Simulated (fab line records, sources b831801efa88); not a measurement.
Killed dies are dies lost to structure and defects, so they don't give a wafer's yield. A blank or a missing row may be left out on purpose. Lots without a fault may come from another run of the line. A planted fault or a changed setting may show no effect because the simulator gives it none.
fab line records | flow sky130
record lots=11 wafers=31 last_day=50
route steps=708 shown CAP2M@616 PASSIVATION@684 PAD_OPEN@701
lots that met no fault: from a run of the same line without faults
start_h: hours from the record's first day to the start of the lot's first wafer shown | wait_h: hours since the lot's step before | " the same as in the row above | L1.1+2: a row that stands for several wafers | - no value, or no start given | * or withheld: withheld | < > ~ a bound
route shown NAME@n: a module of which the file shows steps, and the number in the route of the first | usual: mean/standard deviation of fault-free wafers | same: alike in all rows | chamber/n: place in a boat | sites: the reading at each site | _std_site: their standard deviation | _edge_site: outer sites' mean less inner sites' | radius_mm: how far each site lies from the wafer's centre | mask NAME#n: copy n | behind: the tool/chamber that last shaped the wafer | hold: why the lot was held/for how many hours/how that ended | device: the transistor (n, p or np) that didn't switch | end of line: the same wafers' tests at the end of the route | a step without rows: its recipe alone | killed: dies lost to structure and defects at the first sort, not the wafer's yield | map: a wafer's dies, x killed, . not, _ none there
set.NAME: the setting as run; set.NAME@STEP: as run at that earlier step | model.NAME: the simulator's own value behind a step, which no gauge read
steps of the route over a sample of lots; a table a step, a row a wafer
services: from which hour (start_h, from the record's first day; less than 0 if before it) a tool's chamber was out of use, for how many hours, and why
## steps
# step SKY_CAP2M_METAL_ETCH_13
# recipe target_depth_nm=220 stop_on=SiO2 chemistry=Cl2/BCl3 target=TiN pressure_mtorr=10 icp_w=900 bias_w=48.5 Cl2_flow_sccm=60 bcl3_flow_sccm=30 time_s=62.9
# usual bcl3_flow_sccm=30.00/0.089 drypump_motor_current_A=5.64/0.14 oes_product_au=0.941/0.0085 run_length_s=91.5/0.66 throttle_valve_pct=21.901/0.0096
# columns lot.wafer tool chamber start_h wait_h bcl3_flow_sccm drypump_motor_current_A oes_product_au rf_hours_counter_h run_length_s throttle_valve_pct
L983.1 rie_metal-02 1 953.31 0.0 30.10 5.75 0.956 8 90.9 21.895
L983.4 " 1 " " 29.97 5.74 0.939 - 90.7 21.889
L983.6 " 1 " " 30.07 5.74 0.943 - 91.1 21.890
L984.4 rie_metal-04 1 969.55 0.0 29.89 5.72 0.937 - 92.3 21.890
L984.5 " 1 " " 29.96 5.74 0.935 - 91.6 21.894
L984.6 " 0 " " 29.79 5.77 0.941 - 91.4 21.879
L985.3 rie_metal-02 0 972.78 0.0 29.92 5.45 0.942 - 91.1 21.907
L985.4 " 1 " " 30.14 5.76 0.933 - 91.2 21.903
L985.5 " 1 " " 29.99 5.75 0.940 - 91.4 21.892
L986.3 rie_metal-04 0 977.85 0.0 30.12 5.75 0.944 - 91.2 21.880
L986.4 " 1 " " 29.98 5.76 0.954 - 91.8 21.896
L986.6 " 1 " " 30.00 5.75 0.963 - 92.2 21.896
L987.3 rie_metal-04 1 981.90 0.0 30.06 5.75 0.947 - 92.0 21.910
L987.4 " 0 " " 29.98 5.78 0.956 - 91.2 21.907
L989.3 rie_metal-04 0 998.51 0.1 30.16 5.73 0.947 - 91.7 21.909
L989.5 " 0 " " 30.18 5.73 0.936 - 91.3 21.904
L993.1 rie_metal-02 1 1021.97 0.0 30.07 5.78 0.937 11 90.7 21.914
L993.2 " 0 " " 30.07 5.48 0.931 8 91.4 21.897
L993.4 " 1 " " 30.03 5.77 0.933 - 91.2 21.914
L995.1 rie_metal-04 1 1031.52 0.0 29.99 5.73 0.932 1 91.9 21.899
L995.3 " 0 " " 30.03 5.73 0.937 - 91.4 21.925
L995.4 " 1 " " 29.88 5.72 0.932 - 92.4 21.893
L999.3 rie_metal-04 1 1065.43 0.0 30.15 5.73 0.940 - 91.9 21.903
L999.4 " 0 " " 30.08 5.74 0.937 - 91.3 21.908
L999.5 " 0 " " 29.93 5.74 0.935 - 91.3 21.901
L104.1 rie_metal-02 0 1092.56 0.0 30.01 5.46 0.948 13 91.2 21.902
L104.4 " 1 " " 30.05 5.80 0.949 - 90.9 21.915
L104.5 " 0 " " 30.03 5.45 0.946 - 91.5 21.887
L106.2 rie_metal-01 1 1102.92 0.0 29.97 5.44 0.937 17 91.3 21.904
L106.4 " 1 " " 29.87 5.43 0.937 - 91.4 21.929
L106.5 " 1 " " 30.00 5.41 0.940 - 91.4 21.883
# step SKY_PASSIVATION_THK_MEAS_03
# recipe reads=Si3N4_of_PASSIVATION_CVD_02
# usual PASSIVATION_CVD_02_THK=540/7.5
# columns lot.wafer tool chamber start_h wait_h PASSIVATION_CVD_02_THK[nm]
L983.1 film_metro-04 - 1027.52 - 535
L983.4 " - " " 547
L983.6 " - " " 547
L984.4 film_metro-04 - 1043.43 - 554
L984.5 " - " " 544
L984.6 " - " " 553
L985.3 film_metro-04 - 1047.99 - 537
L985.4 " - " " 546
L985.5 " - " " 547
L986.3 film_metro-02 - 1051.34 - 537
L986.4 " - " " 544
L986.6 " - " " 543
L987.3 film_metro-02 - 1055.14 - 534
L987.4 " - " " 535
L989.3 film_metro-04 - 1072.29 - 540
L989.5 " - " " 540
L993.1 film_metro-02 - 1092.91 - 533
L993.2 " - " " 535
L993.4 " - " " 548
L995.1 film_metro-02 - 1101.56 - 537
L995.3 " - " " 529
L995.4 " - " " 539
L999.3 film_metro-04 - 1131.39 - 549
L999.4 " - " " 549
L999.5 " - " " 551
L104.1 film_metro-02 - 1154.60 - 542
L104.4 " - " " 547
L104.5 " - " " 550
L106.2 film_metro-04 - 1164.18 - 533
L106.4 " - " " 551
L106.5 " - " " 549
# step SKY_PASSIVATION_STRIP_12
# recipe chemistry=O2/N2 power_w=1400 pressure_mtorr=1500 platen_temp_c=withheld overash_fraction=0.7 o2_flow_sccm=3000 n2_flow_sccm=300
# usual drypump_motor_current_A=5.55/0.13 oes_product_au=0.660/0.0042 strip_time_to_endpoint_s=31.50/0.12
# columns lot.wafer tool chamber start_h wait_h drypump_motor_current_A oes_product_au rf_hours_counter_h strip_time_to_endpoint_s
L983.1 plasma_asher-02 1 1050.29 0.1 5.61 0.660 124 31.32
L983.4 " 1 " " 5.60 0.655 - 31.60
L983.6 " 1 " " 5.61 0.659 - 31.34
L984.4 plasma_asher-02 1 1065.86 0.1 5.63 0.652 - 31.53
L984.5 " 0 " " 5.37 0.659 - 31.52
L984.6 " 1 " " 5.60 0.665 - 31.66
L985.3 plasma_asher-02 1 1069.93 0.1 5.59 0.658 - 31.33
L985.4 " 0 " " 5.34 0.662 - 31.10
L985.5 " 1 " " 5.59 0.658 - 31.21
L986.3 plasma_asher-04 1 1073.58 0.1 5.43 0.660 - 31.45
L986.4 " 0 " " 5.68 0.662 - 31.50
L986.6 " 0 " " 5.71 0.663 - 31.46
L987.3 plasma_asher-02 0 1077.18 0.1 5.36 0.663 - 31.48
L987.4 " 1 " " 5.60 0.654 - 31.40
L989.3 plasma_asher-03 0 1093.38 0.1 5.64 0.663 - 31.50
L989.5 " 0 " " 5.65 0.658 - 31.47
L993.1 plasma_asher-02 1 1112.63 0.1 5.60 0.656 4 31.61
L993.2 " 0 " " 5.33 0.657 4 31.62
L993.4 " 0 " " 5.34 0.660 - 31.73
L995.1 plasma_asher-03 0 1121.40 0.1 5.66 0.661 68 31.43
L995.3 " 1 " " 5.70 0.660 - 31.59
L995.4 " 0 " " 5.67 0.656 - 31.54
L999.3 plasma_asher-03 0 1150.48 0.1 5.63 0.663 - 31.46
L999.4 " 1 " " 5.69 0.663 - 31.38
L999.5 " 1 " " 5.68 0.660 - 31.69
L104.1 plasma_asher-04 0 1171.38 0.1 5.70 0.660 103 31.38
L104.4 " 0 " " 5.68 0.658 - 31.53
L104.5 " 1 " " 5.45 0.663 - 31.45
L106.2 plasma_asher-04 1 1181.03 0.1 5.43 0.659 104 31.46
L106.4 " 1 " " 5.43 0.657 - 31.63
L106.5 " 1 " " 5.42 0.655 - 31.55
# step SKY_PAD_OPEN_ETCH_07
# recipe chemistry=CF4/O2 target_depth_nm=725 stop_on=AlCu source_w=800 bias_w=150 pressure_mtorr=150 cf4_flow_sccm=80 O2_flow_sccm=10 time_s=161.1
# usual O2_flow_sccm=10.00/0.032 drypump_motor_current_A=5.8/0.5 oes_product_au=0.977/0.0073 run_length_s=189.3/0.42 throttle_valve_pct=5.964/0.0096
# columns lot.wafer tool chamber start_h wait_h O2_flow_sccm drypump_motor_current_A oes_product_au rf_hours_counter_h run_length_s throttle_valve_pct
L983.1 rie_diel-02 3 1072.04 - 9.94 5.9 0.974 24 189.2 5.966
L983.4 " 1 " " 9.97 4.8 0.985 21 189.0 5.957
L983.6 " 0 " " 10.03 5.8 0.976 - 189.3 5.964
L984.4 rie_diel-04 3 1086.89 - 10.04 5.0 0.991 12 189.4 5.966
L984.5 " 1 " " 10.02 5.2 0.969 - 189.1 5.948
L984.6 " 2 " " 10.02 5.6 0.979 - 189.6 5.976
L985.3 rie_diel-03 1 1090.92 - 9.98 5.9 0.977 12 189.3 5.969
L985.4 " 2 " " 10.00 5.6 0.985 19 189.7 5.969
L985.5 " 2 " " 9.97 5.6 0.986 - 190.1 5.952
L986.3 rie_diel-03 1 1094.09 - 9.99 5.8 0.978 13 189.4 5.949
L986.4 " 2 " " 10.03 5.6 0.983 19 189.8 5.970
L986.6 " 1 " " 9.98 5.9 0.983 - 190.0 5.960
L987.3 rie_diel-03 2 1097.57 - 10.00 5.6 0.998 19 183.9 5.975
L987.4 " 0 " " 10.02 6.4 0.974 18 189.3 5.956
L989.3 rie_diel-03 2 1113.68 - 9.97 5.7 1.002 20 183.4 5.980
L989.5 " 1 " " 9.96 5.9 0.971 - 189.5 5.973
L993.1 rie_diel-02 1 1131.99 - 10.08 4.7 0.977 23 189.1 5.961
L993.2 " 3 " " 9.96 5.9 0.974 26 189.6 5.967
L993.4 " 2 " " 10.03 6.2 0.981 24 188.9 5.967
L995.1 rie_diel-04 0 1140.72 - 10.02 6.8 0.974 17 190.3 5.954
L995.3 " 1 " " 9.96 5.2 0.964 19 189.4 5.965
L995.4 " 1 " " 9.97 5.2 0.972 - 189.1 5.971
L999.3 rie_diel-02 1 1167.59 - 10.02 4.8 0.986 25 189.5 5.969
L999.4 " 2 " " 10.00 6.2 0.977 25 188.9 5.966
L999.5 " 2 " " 9.98 6.2 0.985 - 188.9 5.969
L104.1 rie_diel-04 3 1187.87 - 10.02 5.0 0.974 16 189.8 5.952
L104.4 " 2 " " 10.08 5.6 0.985 2 189.4 5.967
L104.5 " 1 " " 10.01 5.2 0.973 - 189.4 5.977
L106.2 rie_diel-03 0 1196.43 - 10.01 6.4 0.972 22 189.2 5.974
L106.4 " 1 " " 9.97 5.9 0.985 17 189.6 5.965
L106.5 " 1 " " 10.02 5.9 0.989 - 189.2 5.962
## services
# columns tool chamber start_h hours kind
plasma_asher-03 - 930.47 0.9 repair
plasma_asher-03 - 956.29 2.8 pm
rie_diel-02 1 969.98 3.9 repair
rie_metal-04 1 994.35 - clean
rie_metal-04 1 994.35 27.3 scheduled_down
rie_metal-04 1 994.35 27.3 vent_cycle
rie_metal-04 - 998.82 0.6 repair
rie_diel-03 2 1026.15 22.1 repair
plasma_asher-03 - 1037.55 0.6 repair
plasma_asher-04 - 1051.77 4.3 repair
rie_metal-04 - 1053.88 0.9 repair
plasma_asher-02 - 1055.25 9.0 pm
rie_diel-02 3 1063.06 1.8 repair
rie_metal-02 - 1077.62 2.0 repair
plasma_asher-02 - 1078.11 4.3 pm
rie_diel-03 1 1081.67 7.4 repair
rie_diel-02 0 1091.65 11.8 repair
rie_metal-04 0 1096.18 17.8 repair
rie_metal-02 - 1114.00 2.8 pm
plasma_asher-02 - 1139.49 1.5 repair
rie_diel-04 0 1143.39 4.2 repair
rie_diel-04 2 1157.64 6.4 repair
rie_diel-03 - 1178.21 0.3 repair
rie_metal-01 - 1184.56 4.7 repair
## key
first_sign step=SKY_PAD_OPEN_ETCH_07 reading=run_length_s direction=down sigmas=13 usual=* struck=*
effect step=SKY_PAD_OPEN_ETCH_07 reading=oes_product_au direction=up sigmas=3.2 usual=0.977 struck=1.000
met_at SKY_PAD_OPEN_ETCH_07
struck_lots L987,L989
struck_wafers L987.3,L989.3
not_acting_at SKY_CAP2M_METAL_ETCH_13,SKY_PASSIVATION_THK_MEAS_03,SKY_PASSIVATION_STRIP_12
onset_between 1094.09 1097.57
fault kind=process_parameter_drift tool=rie_diel-03 chamber=- onset_h=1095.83 steps=SKY_PAD_OPEN_ETCH_07 channel=time_s offset=* shape=step end_h=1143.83 scope=struck_wafers_only acts_in=* stated=*
